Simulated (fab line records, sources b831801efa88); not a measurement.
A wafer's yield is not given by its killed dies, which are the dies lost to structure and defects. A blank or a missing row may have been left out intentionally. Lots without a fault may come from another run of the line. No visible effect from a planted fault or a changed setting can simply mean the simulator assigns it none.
A lot that was struck, set against a sound lot :: flow sky130 :: 38 out of 708 route steps
Sound: the wafers L288.2, L288.4, L288.5. Wafers L271.2, L271.3, L271.5 were the ones struck. The cause comes at the end.
Per side, at each step with rows, come the tool, then ch with its chambers, and then its first start. Under that, the readings that differ: sound wafers :: struck wafers :: difference of the means :: sigmas: that difference in standard deviations of wafers without a fault.
alike: readings with means less than 2 such deviations apart, plus words and numbers identical on both sides. not compared: withheld readings, readings lacking a value on some wafer, bounds such as >300 that could conceal the same value, and numbers that have no deviation in the record and whose values overlap.
A row with sigmas, a row that says differs or no value, or rows on one side alone: a step with any of these is where the two part. Non-overlapping numbers with no deviation appear without sigmas and do not part them. Lack of a reading on every wafer of one side parts them only where that side has two or more wafers.

first, 10 steps without rows for these wafers: SKY_RES_PROTECT_DEHYDRATE_00 (time 60 s); SKY_RES_PROTECT_HMDS_01 (prime time 60 s); SKY_RES_PROTECT_COAT_02 (resist thk 1140 nm); SKY_RES_PROTECT_SOFTBAKE_03 (time 60 s); SKY_RES_PROTECT_EXPOSE_04 (exposes mask RPM, target cd 1270 nm); SKY_RES_PROTECT_PEB_05; SKY_RES_PROTECT_DEVELOP_06 (develop time 60 s); SKY_POLY_GATE_IMPLANT_02; SKY_RES_PROTECT_STRIP_07 (strips in O2/N2); SKY_RES_PROTECT_CLEAN_09 (cleans in SC1/SC2, time 150 s).
SKY_POLY_GATE_CVD_03: deposits Si3N4 from DCS/NH3, target thk 75 nm, time 1290 s.
  sound on lpcvd-02 ch 0, day 22 22:05; struck on lpcvd-02 ch 0, day 16 09:43
reading: model.Si3N4_of_POLY_GATE_CVD_03.thkNm (nm)
sound: 75.06 76.19 75.78
struck: 135.4 135.5 135.1
difference: +59.7
sigmas: 
  alike: spikeTcLowerC, zonePowerBottomPct, zonePowerLowerPct, zonePowerTopPct
SKY_POLY_GATE_THK_MEAS_04:
  sound on filmMetro-01 at day 22 23:27; struck on filmMetro-01 at day 16 11:05
reading: POLY_GATE_CVD_03_THK (nm)
sound: 75.1 76.2 75.8
struck: 135.3 135.4 135.0
difference: +59.5
sigmas: +88
then, 9 steps without rows for these wafers: SKY_POLY_GATE_DEHYDRATE_05 (time 60 s); SKY_POLY_GATE_HMDS_06 (prime time 60 s); SKY_POLY_GATE_COAT_07 (resist thk 110 nm); SKY_POLY_GATE_COAT_08 (resist thk 450 nm); SKY_POLY_GATE_SOFTBAKE_09 (time 90 s); SKY_POLY_GATE_EXPOSE_10 (exposes mask P1M, target cd 150 nm); SKY_POLY_GATE_PEB_11; SKY_POLY_GATE_DEVELOP_12 (develop time 60 s); SKY_POLY_GATE_ETCH_15 (etches BARC in N2/H2, stops on SiO2, time 118.5 s, target depth 110 nm).
SKY_POLY_GATE_ETCH_16: etches Si3N4 in CH3F/O2, stops on poly-Si, time 147.5 s, target depth 75 nm.
  sound on rieDiel-04 ch 0,1,3, day 24 05:49; struck on rieDiel-02 ch 0,1, day 17 16:25
reading: oesProductAu (a.u.)
sound: 0.635 0.643 0.653
struck: 0.848 0.855 0.861
difference: +0.211
sigmas: +38

reading: throttleValvePct (%)
sound: 10.544 10.526 10.530
struck: 10.566 10.571 10.551
difference: +0.029
sigmas: +3

reading: model.etch.depthNm (nm)
sound: 75.06 76.19 75.78
struck: 135.4 135.5 135.1
difference: +59.7
sigmas: 
  alike: drypumpMotorCurrentA
  not compared: rfHoursCounterH
then, 13 steps without rows for these wafers: SKY_POLY_GATE_ETCH_17 (etches poly-Si in HBr/Cl2, stops on SiO2, target depth 180 nm, time 70.5 s); SKY_POLY_GATE_STRIP_18 (strips in O2/N2); SKY_POLY_GATE_CLEAN_19 (cleans in SC1/SC2, time 150 s); SKY_POLY_GATE_OXIDATION_20 (stabilise 600 s, purge 300 s, target thk 4 nm); SKY_LDD_N_DEHYDRATE_00 (time 60 s); SKY_LDD_N_HMDS_01 (prime time 60 s); SKY_LDD_N_COAT_02 (resist thk 300 nm); SKY_LDD_N_SOFTBAKE_03 (time 60 s); SKY_LDD_N_EXPOSE_04 (exposes mask NTM, target cd 840 nm); SKY_LDD_N_PEB_05; SKY_LDD_N_DEVELOP_06 (develop time 60 s); SKY_LDD_N_IMPLANT_08; SKY_LDD_N_IMPLANT_09.
-- record jumps: 7 days separate the struck wafers' starts on either side; left off in module LDD_N, taken up again in module LDD_LDN, whose first shown step is the route's number 303 --
SKY_LDD_LDN_CLEAN_14: cleans in SC1/SC2, time 150 s.
  sound on wetBench-02 ch 2, day 30 13:28; struck on wetBench-03 ch 1, day 24 08:31
reading: model.Si3N4_of_POLY_GATE_CVD_03.thkNm (nm)
sound: 74.93 76.06 75.64
struck: 135.2 135.3 135
difference: +59.6
sigmas: 
  alike: bathGuardTempC
SKY_POLY_CUT_ETCH_11: etches Si3N4 in CF4/CH2F2/Ar, stops on poly-Si, time 42.5 s, target depth 60 nm.
  sound on rieDiel-01 ch 2,3, day 31 16:20; struck on rieDiel-01 ch 0,2,3, day 25 15:13
reading: oesProductAu (a.u.)
sound: 0.836 0.847 0.832
struck: 1.024 0.990 1.001
difference: +0.167
sigmas: +25

reading: model.POLY_CUT.featureDepthNm (nm)
sound: 62.45 63.03 62.56
struck: 87.79 84.52 84.53
difference: +22.93
sigmas: 

reading: model.etch.depthNm (nm)
sound: 62.45 63.03 62.56
struck: 87.79 84.52 84.53
difference: +22.93
sigmas: 
  alike: drypumpMotorCurrentA, throttleValvePct
  not compared: rfHoursCounterH
-- record jumps: 21 days separate the struck wafers' starts on either side; left off in module POLY_CUT, taken up again in module PAD_OPEN, whose first shown step is the route's number 708 --
SKY_PAD_OPEN_PROBE_99:
  sound on prober-02 at day 50 16:19; struck on prober-02 at day 46 19:16
reading: killedAtFrontEnd
sound: 10 18 23
struck: 424 415 424
difference: +404
sigmas: +92

reading: killedDies
sound: 98 100 89
struck: 492 492 492
difference: +396
sigmas: +42

reading: killedOnRim
sound: 12 18 16
struck: 96 96 96
difference: +81
sigmas: +22
  alike: killed_at_M0_to_M3, killed_at_M4_up, killedAtContacts, killedAtOther, killedOpen, killedShort

== WHERE THEY PART ==
First at SKY_POLY_GATE_THK_MEAS_04; last, within this record, at SKY_PAD_OPEN_PROBE_99.

WHY: what the simulator had put in
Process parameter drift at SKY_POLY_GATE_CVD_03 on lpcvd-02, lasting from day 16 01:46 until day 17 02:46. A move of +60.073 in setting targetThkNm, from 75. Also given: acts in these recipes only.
